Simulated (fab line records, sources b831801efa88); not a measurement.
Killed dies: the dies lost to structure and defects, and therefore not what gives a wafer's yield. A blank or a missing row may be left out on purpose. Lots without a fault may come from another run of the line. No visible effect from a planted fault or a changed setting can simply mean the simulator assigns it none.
Chamber matching / flow gf180mcu / 4 sister chambers for GF_CONTACT_CMP_27 on cmp-02
The step polishes, stops on SiO2, t overpolish 15 s, target thk 0 nm. 4 wafers are shown with their chamber, then 10 later ones without.

== WAFERS, EACH WITH ITS CHAMBER ==
wafer=L495.2; chamber=3; time_to_endpoint_s (s)=60
wafer=L498.3; chamber=1; time_to_endpoint_s (s)=71
wafer=L501.2; chamber=0; time_to_endpoint_s (s)=77
wafer=L501.5; chamber=2; time_to_endpoint_s (s)=73

== WAFERS WITHOUT THEIR CHAMBER ==
wafer=L501.6; time_to_endpoint_s (s)=71
wafer=L506.1; time_to_endpoint_s (s)=69
wafer=L506.4; time_to_endpoint_s (s)=61
wafer=L506.6; time_to_endpoint_s (s)=72
wafer=L507.1; time_to_endpoint_s (s)=65
wafer=L507.2; time_to_endpoint_s (s)=58
wafer=L507.6; time_to_endpoint_s (s)=67
wafer=L508.4; time_to_endpoint_s (s)=64
wafer=L508.5; time_to_endpoint_s (s)=65
wafer=L508.6; time_to_endpoint_s (s)=61

== WHICH CHAMBER EACH WENT THROUGH ==
wafer=L501.6; from the rows above=can't be placed: 1 or 2 or 0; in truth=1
wafer=L506.1; from the rows above=can't be placed: 1 or 2 or 0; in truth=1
wafer=L506.4; from the rows above=3; in truth=3
wafer=L506.6; from the rows above=can't be placed: 1 or 2 or 0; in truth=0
wafer=L507.1; from the rows above=can't be placed: 3 or 1 or 2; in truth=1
wafer=L507.2; from the rows above=3; in truth=3
wafer=L507.6; from the rows above=can't be placed: 1 or 2 or 3 or 0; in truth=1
wafer=L508.4; from the rows above=can't be placed: 3 or 1 or 2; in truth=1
wafer=L508.5; from the rows above=can't be placed: 3 or 1 or 2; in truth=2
wafer=L508.6; from the rows above=3; in truth=3
Correct placement for 3 of the 10. These rows do not allow placing 7 (true chamber among the candidates in 7). 0 placed wrongly.
How it was worked out, from the rows above alone: a wafer's distance from a chamber is the root of the sum, over the readings, of the square of ((its reading less the chamber's mean) divided by the reading's scatter). If the next closest chamber is less than 2 further off than the closest, the wafer can't be placed; otherwise it belongs to the closest. For every chamber, the mean is computed from those of its wafers that are shown. The scatter: with one shown wafer a chamber, the root of the mean of the squares of how far each hidden wafer lies from its nearest shown one.
